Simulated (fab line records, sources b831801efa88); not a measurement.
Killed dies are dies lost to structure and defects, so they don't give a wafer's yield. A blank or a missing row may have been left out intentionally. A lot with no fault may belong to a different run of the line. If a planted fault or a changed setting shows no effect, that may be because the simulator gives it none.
Chamber matching + flow sky130 + SKY_FIELD_ISO_CMP_27 on cmp-02 has 4 sister chambers
The step polishes, stops on Si3N4, t overpolish 16 s, target thk 457.8 nm. 14 wafers are shown with their chamber, then 6 later ones without.

## EACH WAFER AND ITS CHAMBER
| wafer  | chamber | motor current A (A) | time to endpoint s (s) | overpolish run s (s) |
|--------|---------|---------------------|------------------------|----------------------|
| L900.3 | 0       | 9.6                 | 111                    | 15.990               |
| L900.4 | 1       | 12.6                | 111                    | 16.017               |
| L900.6 | 2       | 11.5                | 113                    | 15.988               |
| L901.1 | 2       | 11.4                | 113                    | 15.997               |
| L901.2 | 3       | 11.5                | 119                    | 15.998               |
| L901.4 | 1       | 12.3                | 119                    | 15.998               |
| L902.2 | 3       | 10.8                | 114                    | 16.000               |
| L902.3 | 0       | 9.5                 | 114                    | 15.994               |
| L902.4 | 1       | 12.5                | 112                    | 15.986               |
| L903.1 | 0       | 9.4                 | 114                    | 15.992               |
| L903.4 | 3       | 12.1                | 115                    | 16.003               |
| L903.5 | 1       | 13.3                | 113                    | 16.002               |
| L907.1 | 0       | 9.7                 | 110                    | 16.016               |
| L907.2 | 2       | 11.3                | 116                    | 16.004               |

SIGNATURES (averages over the wafers above)
| reading            | chamber 0 | chamber 1 | chamber 2 | chamber 3 | scatter within a chamber |
|--------------------|-----------|-----------|-----------|-----------|--------------------------|
| motor current A    | 9.550     | 12.675    | 11.400    | 11.467    | 0.385                    |
| time to endpoint s | 112.25    | 113.75    | 114.00    | 116.00    | 2.67                     |
| overpolish run s   | 15.99800  | 16.00075  | 15.99633  | 16.00033  | 0.0104                   |
Rule: distance of a wafer from a chamber = root of the sum over the readings of ((wafer's reading minus chamber's mean) / reading's scatter) squared. The wafer belongs to the nearest chamber; if the next one is less than 2 further off, it can't be placed. How the scatter is found: for the shown wafers, subtract from each reading the mean of its chamber, square and add these, divide the total by (wafers less chambers), then take the root.

## WAFERS WITH NO CHAMBER GIVEN
| wafer  | motor current A (A) | time to endpoint s (s) | overpolish run s (s) |
|--------|---------------------|------------------------|----------------------|
| L907.3 | 12.0                | 120                    | 15.995               |
| L909.2 | 12.0                | 119                    | 15.989               |
| L909.4 | 9.1                 | 114                    | 15.989               |
| L909.5 | 11.4                | 120                    | 16.007               |
| L912.5 | 10.8                | 110                    | 16.010               |
| L914.6 | 13.2                | 110                    | 16.010               |

## WHICH CHAMBER EACH WENT THROUGH
| wafer  | from the rows above          | in truth |
|--------|------------------------------|----------|
| L907.3 | can't be placed: 3 or 2 or 1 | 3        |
| L909.2 | can't be placed: 3 or 2 or 1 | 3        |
| L909.4 | 0                            | 0        |
| L909.5 | can't be placed: 3 or 2      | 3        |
| L912.5 | can't be placed: 2 or 3 or 0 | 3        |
| L914.6 | 1                            | 1        |
Correct placement for 2 of the 6. Unplaceable from these rows: 4, with the true chamber sitting among the candidates in 4. Wrongly placed: 0.
